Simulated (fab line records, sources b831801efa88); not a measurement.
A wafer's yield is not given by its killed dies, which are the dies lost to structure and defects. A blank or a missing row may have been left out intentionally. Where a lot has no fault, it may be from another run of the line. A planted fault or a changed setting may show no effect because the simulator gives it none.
The tool behind it: which one? || flow gf180mcu || 14 lots, 42 wafers sampled, at 4 steps of a route of 602

WHAT THE GAUGES READ, wafer by wafer
GF_PSD_CD_MEAS_07: the cd target is 400 nm. Usual: cdNm reads 399.6 nm (standard deviation 2.2).
{"lot": "L509", "measured": "day 14 11:04", "on": "cdSem-01", "cdNm (nm)": "399.1 399.5 398.1", "flag": ""}
{"lot": "L510", "measured": "day 14 13:14", "on": "cdSem-01", "cdNm (nm)": "400.6 400.5 398.4", "flag": ""}
{"lot": "L511", "measured": "day 14 21:17", "on": "cdSem-02", "cdNm (nm)": "400.0 401.6 400.0", "flag": ""}
{"lot": "L512", "measured": "day 15 08:57", "on": "cdSem-01", "cdNm (nm)": "398.1 396.6 399.1", "flag": ""}
{"lot": "L513", "measured": "day 15 16:11", "on": "cdSem-01", "cdNm (nm)": "404.0 405.1 402.4", "flag": ""}
{"lot": "L514", "measured": "day 15 20:45", "on": "cdSem-01", "cdNm (nm)": "401.5 400.0 402.7", "flag": ""}
{"lot": "L523", "measured": "day 19 00:23", "on": "cdSem-02", "cdNm (nm)": "398.8 401.0 400.6", "flag": ""}
{"lot": "L525", "measured": "day 19 14:42", "on": "cdSem-01", "cdNm (nm)": "395.8 396.7 395.8", "flag": ""}
{"lot": "L526", "measured": "day 20 02:09", "on": "cdSem-01", "cdNm (nm)": "401.4 400.1 402.1", "flag": ""}
{"lot": "L528", "measured": "day 20 20:03", "on": "cdSem-02", "cdNm (nm)": "397.9 398.7 398.2", "flag": ""}
{"lot": "L529", "measured": "day 21 01:56", "on": "cdSem-02", "cdNm (nm)": "396.3 398.2 396.0", "flag": ""}
{"lot": "L530", "measured": "day 21 10:02", "on": "cdSem-01", "cdNm (nm)": "401.2 401.0 401.2", "flag": ""}
{"lot": "L531", "measured": "day 21 19:42", "on": "cdSem-02", "cdNm (nm)": "397.4 395.5 397.8", "flag": ""}
{"lot": "L532", "measured": "day 22 14:38", "on": "cdSem-02", "cdNm (nm)": "397.2 399.4 399.0", "flag": ""}

GF_CONTACT_BOW_MEAS_05. Usual: CONTACT_BOW 64 um, standard deviation 6.6.
{"lot": "L509", "measured": "day 15 10:19", "on": "filmMetro-03", "CONTACT_BOW (um)": "57 63 56", "flag": ""}
{"lot": "L510", "measured": "day 15 13:17", "on": "filmMetro-02", "CONTACT_BOW (um)": "59 62 71", "flag": ""}
{"lot": "L511", "measured": "day 15 20:42", "on": "filmMetro-03", "CONTACT_BOW (um)": "49 64 68", "flag": ""}
{"lot": "L512", "measured": "day 16 08:56", "on": "filmMetro-03", "CONTACT_BOW (um)": "66 61 74", "flag": ""}
{"lot": "L513", "measured": "day 16 15:59", "on": "filmMetro-03", "CONTACT_BOW (um)": "61 58 64", "flag": ""}
{"lot": "L514", "measured": "day 16 21:13", "on": "filmMetro-04", "CONTACT_BOW (um)": "65 69 71", "flag": ""}
{"lot": "L523", "measured": "day 20 03:08", "on": "filmMetro-03", "CONTACT_BOW (um)": "69 75 68", "flag": ""}
{"lot": "L525", "measured": "day 20 16:45", "on": "filmMetro-02", "CONTACT_BOW (um)": "57 55 57", "flag": ""}
{"lot": "L526", "measured": "day 21 04:16", "on": "filmMetro-02", "CONTACT_BOW (um)": "57 66 63", "flag": ""}
{"lot": "L528", "measured": "day 21 22:16", "on": "filmMetro-02", "CONTACT_BOW (um)": "66 66 70", "flag": ""}
{"lot": "L529", "measured": "day 22 03:38", "on": "filmMetro-03", "CONTACT_BOW (um)": "72 57 85", "flag": ""}
{"lot": "L530", "measured": "day 22 11:40", "on": "filmMetro-04", "CONTACT_BOW (um)": "66 65 64", "flag": ""}
{"lot": "L531", "measured": "day 22 20:34", "on": "filmMetro-03", "CONTACT_BOW (um)": "74 64 66", "flag": ""}
{"lot": "L532", "measured": "day 23 15:17", "on": "filmMetro-04", "CONTACT_BOW (um)": "74 66 79", "flag": ""}

WHICH TOOL RAN EACH LOT (tool, then ch and the chambers of the sampled wafers, then the start)
{"lot": "L509", "GF_NSD_STRIP_11": "plasmaAsher-04 ch 0,1, day 13 14:20", "GF_SAB_WET_ETCH_12": "wetBench-03 ch 3, day 15 08:54"}
{"lot": "L510", "GF_NSD_STRIP_11": "plasmaAsher-02 ch 0,1, day 13 16:02", "GF_SAB_WET_ETCH_12": "wetBench-03 ch 3, day 15 11:52"}
{"lot": "L511", "GF_NSD_STRIP_11": "plasmaAsher-04 ch 0,1, day 14 00:02", "GF_SAB_WET_ETCH_12": "wetBench-02 ch 0, day 15 19:19"}
{"lot": "L512", "GF_NSD_STRIP_11": "plasmaAsher-01 ch 0,1, day 14 11:53", "GF_SAB_WET_ETCH_12": "wetBench-02 ch 2, day 16 07:27"}
{"lot": "L513", "GF_NSD_STRIP_11": "plasmaAsher-02 ch 0,1, day 14 19:23", "GF_SAB_WET_ETCH_12": "wetBench-02 ch 3, day 16 14:36"}
{"lot": "L514", "GF_NSD_STRIP_11": "plasmaAsher-04 ch 0,1, day 14 23:29", "GF_SAB_WET_ETCH_12": "wetBench-02 ch 3, day 16 19:48"}
{"lot": "L523", "GF_NSD_STRIP_11": "plasmaAsher-02 ch 0,1, day 18 01:11", "GF_SAB_WET_ETCH_12": "wetBench-02 ch 0, day 20 01:43"}
{"lot": "L525", "GF_NSD_STRIP_11": "plasmaAsher-02 ch 0,1, day 18 14:35", "GF_SAB_WET_ETCH_12": "wetBench-03 ch 0, day 20 15:21"}
{"lot": "L526", "GF_NSD_STRIP_11": "plasmaAsher-01 ch 0,1, day 19 01:26", "GF_SAB_WET_ETCH_12": "wetBench-02 ch 0, day 21 02:43"}
{"lot": "L528", "GF_NSD_STRIP_11": "plasmaAsher-02 ch 0,1, day 19 20:04", "GF_SAB_WET_ETCH_12": "wetBench-02 ch 1, day 21 20:48"}
{"lot": "L529", "GF_NSD_STRIP_11": "plasmaAsher-02 ch 0,1, day 20 02:38", "GF_SAB_WET_ETCH_12": "wetBench-02 ch 2, day 22 02:12"}
{"lot": "L530", "GF_NSD_STRIP_11": "plasmaAsher-02 ch 0,1, day 20 10:17", "GF_SAB_WET_ETCH_12": "wetBench-02 ch 1, day 22 10:18"}
{"lot": "L531", "GF_NSD_STRIP_11": "plasmaAsher-01 ch 0,1, day 20 20:09", "GF_SAB_WET_ETCH_12": "wetBench-04 ch 0, day 22 19:10"}
{"lot": "L532", "GF_NSD_STRIP_11": "plasmaAsher-04 ch 0,1, day 21 15:14", "GF_SAB_WET_ETCH_12": "wetBench-04 ch 2, day 23 13:54"}
- GF_NSD_STRIP_11: strips in O2/N2.
- GF_SAB_WET_ETCH_12: etches SiO2 in dHF, target depth 22 nm, time 440 s.

AS READ BY THE TOOLS THEMSELVES (means over the sampled wafers that have a number; for cases with no such wafer, the mark the record gives instead)
GF_NSD_STRIP_11. Usual: drypumpMotorCurrentA 5.6 A, standard deviation 0.57; heaterPowerW 315 W, standard deviation 23; oesProductAu 0.487 a.u., standard deviation 0.005; stripTimeToEndpointS 22.95 s, standard deviation 0.03.
{"lot": "L509", "tool": "plasmaAsher-04", "drypumpMotorCurrentA (A)": 5.6, "heaterPowerW (W)": 284, "oesProductAu (a.u.)": 0.490, "stripTimeToEndpointS (s)": 22.93, "flag": ""}
{"lot": "L510", "tool": "plasmaAsher-02", "drypumpMotorCurrentA (A)": 6.0, "heaterPowerW (W)": 333, "oesProductAu (a.u.)": 0.484, "stripTimeToEndpointS (s)": 22.98, "flag": ""}
{"lot": "L511", "tool": "plasmaAsher-04", "drypumpMotorCurrentA (A)": 5.7, "heaterPowerW (W)": 289, "oesProductAu (a.u.)": 0.489, "stripTimeToEndpointS (s)": 22.97, "flag": ""}
{"lot": "L512", "tool": "plasmaAsher-01", "drypumpMotorCurrentA (A)": 5.6, "heaterPowerW (W)": 337, "oesProductAu (a.u.)": 0.489, "stripTimeToEndpointS (s)": 22.94, "flag": ""}
{"lot": "L513", "tool": "plasmaAsher-02", "drypumpMotorCurrentA (A)": 6.0, "heaterPowerW (W)": 332, "oesProductAu (a.u.)": 0.483, "stripTimeToEndpointS (s)": 22.97, "flag": ""}
{"lot": "L514", "tool": "plasmaAsher-04", "drypumpMotorCurrentA (A)": 5.7, "heaterPowerW (W)": 285, "oesProductAu (a.u.)": 0.489, "stripTimeToEndpointS (s)": 22.94, "flag": ""}
{"lot": "L523", "tool": "plasmaAsher-02", "drypumpMotorCurrentA (A)": 5.6, "heaterPowerW (W)": 327, "oesProductAu (a.u.)": 0.488, "stripTimeToEndpointS (s)": 22.93, "flag": ""}
{"lot": "L525", "tool": "plasmaAsher-02", "drypumpMotorCurrentA (A)": 6.1, "heaterPowerW (W)": 329, "oesProductAu (a.u.)": 0.485, "stripTimeToEndpointS (s)": 22.97, "flag": ""}
{"lot": "L526", "tool": "plasmaAsher-01", "drypumpMotorCurrentA (A)": 5.6, "heaterPowerW (W)": 338, "oesProductAu (a.u.)": 0.485, "stripTimeToEndpointS (s)": 22.92, "flag": ""}
{"lot": "L528", "tool": "plasmaAsher-02", "drypumpMotorCurrentA (A)": 6.1, "heaterPowerW (W)": 332, "oesProductAu (a.u.)": 0.490, "stripTimeToEndpointS (s)": 22.95, "flag": ""}
{"lot": "L529", "tool": "plasmaAsher-02", "drypumpMotorCurrentA (A)": 5.7, "heaterPowerW (W)": 328, "oesProductAu (a.u.)": 0.488, "stripTimeToEndpointS (s)": 22.94, "flag": ""}
{"lot": "L530", "tool": "plasmaAsher-02", "drypumpMotorCurrentA (A)": 6.1, "heaterPowerW (W)": 337, "oesProductAu (a.u.)": 0.487, "stripTimeToEndpointS (s)": 23.02, "flag": ""}
{"lot": "L531", "tool": "plasmaAsher-01", "drypumpMotorCurrentA (A)": 5.6, "heaterPowerW (W)": 340, "oesProductAu (a.u.)": 0.483, "stripTimeToEndpointS (s)": 22.96, "flag": ""}
{"lot": "L532", "tool": "plasmaAsher-04", "drypumpMotorCurrentA (A)": 5.6, "heaterPowerW (W)": 304, "oesProductAu (a.u.)": 0.487, "stripTimeToEndpointS (s)": 22.97, "flag": ""}

GF_SAB_WET_ETCH_12. Usual: runLengthS reads 470 s (standard deviation 3.7).
{"lot": "L509", "tool": "wetBench-03", "runLengthS (s)": 474, "flag": ""}
{"lot": "L510", "tool": "wetBench-03", "runLengthS (s)": 474, "flag": ""}
{"lot": "L511", "tool": "wetBench-02", "runLengthS (s)": 464, "flag": ""}
{"lot": "L512", "tool": "wetBench-02", "runLengthS (s)": 468, "flag": ""}
{"lot": "L513", "tool": "wetBench-02", "runLengthS (s)": 313, "flag": "OFF"}
{"lot": "L514", "tool": "wetBench-02", "runLengthS (s)": 313, "flag": "OFF"}
{"lot": "L523", "tool": "wetBench-02", "runLengthS (s)": 471, "flag": ""}
{"lot": "L525", "tool": "wetBench-03", "runLengthS (s)": 467, "flag": ""}
{"lot": "L526", "tool": "wetBench-02", "runLengthS (s)": 464, "flag": ""}
{"lot": "L528", "tool": "wetBench-02", "runLengthS (s)": 468, "flag": ""}
{"lot": "L529", "tool": "wetBench-02", "runLengthS (s)": 467, "flag": ""}
{"lot": "L530", "tool": "wetBench-02", "runLengthS (s)": 467, "flag": ""}
{"lot": "L531", "tool": "wetBench-04", "runLengthS (s)": 472, "flag": ""}
{"lot": "L532", "tool": "wetBench-04", "runLengthS (s)": 474, "flag": ""}

THE ANSWER, worked out from the rows above alone
Rule: take the mean of a lot's wafers that have a number; if it is more than 3 standard deviations from the usual mean, the lot is off. Also off: a lot with no number at a reading for which 4 or more lots have one. All remaining lots with rows at the step are treated as sound. First the gauges in route order, then the tools' own readings, where a lot's mean is used as printed above. At the first step where some lot is off, the reading lying furthest off is the one used; lots without a number count as furthest.
Off at GF_SAB_WET_ETCH_12 (runLengthS): L513, L514.
A tool fits if, at that step or a process step before it, it ran every lot that is off, and no sound lot after the first of them. Of those tried, none fits.

WHAT HAD BEEN PUT IN BY THE SIMULATOR
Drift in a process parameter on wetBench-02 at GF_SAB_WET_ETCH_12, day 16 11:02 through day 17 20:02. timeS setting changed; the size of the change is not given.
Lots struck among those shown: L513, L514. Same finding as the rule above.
